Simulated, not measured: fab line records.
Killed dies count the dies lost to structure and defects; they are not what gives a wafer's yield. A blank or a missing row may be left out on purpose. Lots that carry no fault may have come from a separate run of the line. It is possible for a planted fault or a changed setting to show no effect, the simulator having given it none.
Struck lot and sound lot, side by side	flow sky130	19 steps out of a route of 708
Sound: wafers L639.3, L639.5, L639.6. The struck wafers were L634.1, L634.3, L634.6. The cause comes at the end.
Per side, at each step with rows, come the tool, then ch with its chambers, and then its first start. Under that, the readings that differ: sound wafers	struck wafers	difference of the means	sigmas: that difference in standard deviations of wafers without a fault.
alike: readings with means less than 2 such deviations apart, plus words and numbers identical on both sides. not compared: withheld readings, readings lacking a value on some wafer, bounds such as >300 that could conceal the same value, and numbers that have no deviation in the record and whose values overlap.
The two part at a step that has a row with sigmas, a row that says differs or no value, or rows on one side only. Non-overlapping numbers with no deviation appear without sigmas and do not part them. A reading that every wafer of one side lacks parts them only if that side has two wafers or more.

first, 4 steps without rows for these wafers: SKY_VT_ADJUST_LVTN_SOFTBAKE_14 (time 60 s); SKY_VT_ADJUST_LVTN_EXPOSE_15 (exposes mask HVN STD DERIVED, target cd 600 nm); SKY_VT_ADJUST_LVTN_PEB_16; SKY_VT_ADJUST_LVTN_DEVELOP_17 (develop time 60 s).
SKY_VT_ADJUST_LVTN_OVL_MEAS_18:
  sound: overlay-01 at day 11 21:15; struck: overlay-02 at day 10 20:47
  alike: VT_ADJUST_LVTN_01_OVL
after that, 1 step had no rows for these wafers: SKY_VT_ADJUST_LVTN_IMPLANT_19.
SKY_VT_ADJUST_LVTN_STRIP_20: strips in O2/N2.
  sound on plasma_asher-03 ch 0,1, day 11 21:28; struck on plasma_asher-04 ch 0,1, day 10 20:58
  alike: drypump_motor_current_A, o2_flow_sccm, oes_product_au, strip_time_to_endpoint_s
  not compared: rf_hours_counter_h
SKY_VT_ADJUST_LVTN_TW_MEAS_21:
  sound: film_metro-04 at day 11 21:32; struck: film_metro-04 at day 10 21:04
  alike: VT_ADJUST_LVTN_2_TW
then, 4 steps without rows for these wafers: SKY_VT_ADJUST_NCORE_DEHYDRATE_00 (time 60 s); SKY_VT_ADJUST_NCORE_HMDS_01 (prime time 60 s); SKY_VT_ADJUST_NCORE_COAT_02 (resist thk 1140 nm); SKY_VT_ADJUST_NCORE_SOFTBAKE_03 (time 60 s).
SKY_VT_ADJUST_NCORE_EXPOSE_04: exposes mask LVTN COMPLEMENT THIN, target cd 380 nm.
  sound on iline_stepper-01 ch 0, day 12 09:27; struck on iline_stepper-02 ch 0, day 11 09:02
reading	sound	struck	difference	sigmas
model.VT_ADJUST_NCORE.overlay_x_nm (nm)	-0.4188 -0.4188 -0.4188	136 136 136	+136	
  alike: mask
then, 2 steps without rows for these wafers: SKY_VT_ADJUST_NCORE_PEB_05; SKY_VT_ADJUST_NCORE_DEVELOP_06 (develop time 60 s).
SKY_VT_ADJUST_NCORE_CD_MEAS_07: the cd target is 380 nm.
  sound: cd_sem-01 at day 12 20:52; struck: cd_sem-02 at day 11 21:14
  alike: cd_nm
SKY_VT_ADJUST_NCORE_OVL_MEAS_08:
  sound: overlay-02 at day 12 20:58; struck: overlay-02 at day 11 21:21
reading	sound	struck	difference	sigmas
VT_ADJUST_NCORE_OVL (nm)	-1.2 -0.4 -3.1	136.1 133.8 133.8	+136.1	+99 or more
after that, 1 step had no rows for these wafers: SKY_VT_ADJUST_NCORE_IMPLANT_09.
-- record jumps: 37 days separate the struck wafers' starts on either side; left off in module VT_ADJUST_NCORE, taken up again in module PAD_OPEN, whose first shown step is the route's number 708 --
SKY_PAD_OPEN_PROBE_99:
  sound: prober-01 at day 49 13:25; struck: prober-01 at day 48 15:59
reading	sound	struck	difference	sigmas
model.etest.sram_nfet_pass.drive_ua_um	506.4 497.7 499.8	517.9 527.5 527.2	+22.9	
model.etest.sram_nfet_pass.vt_sat_v (V)	0.5436 0.5599 0.5587	0.5269 0.5224 0.5332	-0.0266	
model.etest.sram_nfet_pass.vt_v (V)	0.6403 0.6581 0.6576	0.6276 0.6254 0.6381	-0.0216	
  alike: killed_at_M0_to_M3, killed_at_M4_up, killed_at_contacts, killed_at_front_end, killed_at_other, killed_dies, killed_on_rim, killed_open, killed_short
  not compared: model.etest.sram_nfet_pass.off_log10_a_um

== WHERE THEY PART ==
At SKY_VT_ADJUST_NCORE_OVL_MEAS_08 and nowhere else, as far as this record goes. Later steps at which nothing parts them and some readings are alike: SKY_PAD_OPEN_PROBE_99.

WHY: what the simulator had put in
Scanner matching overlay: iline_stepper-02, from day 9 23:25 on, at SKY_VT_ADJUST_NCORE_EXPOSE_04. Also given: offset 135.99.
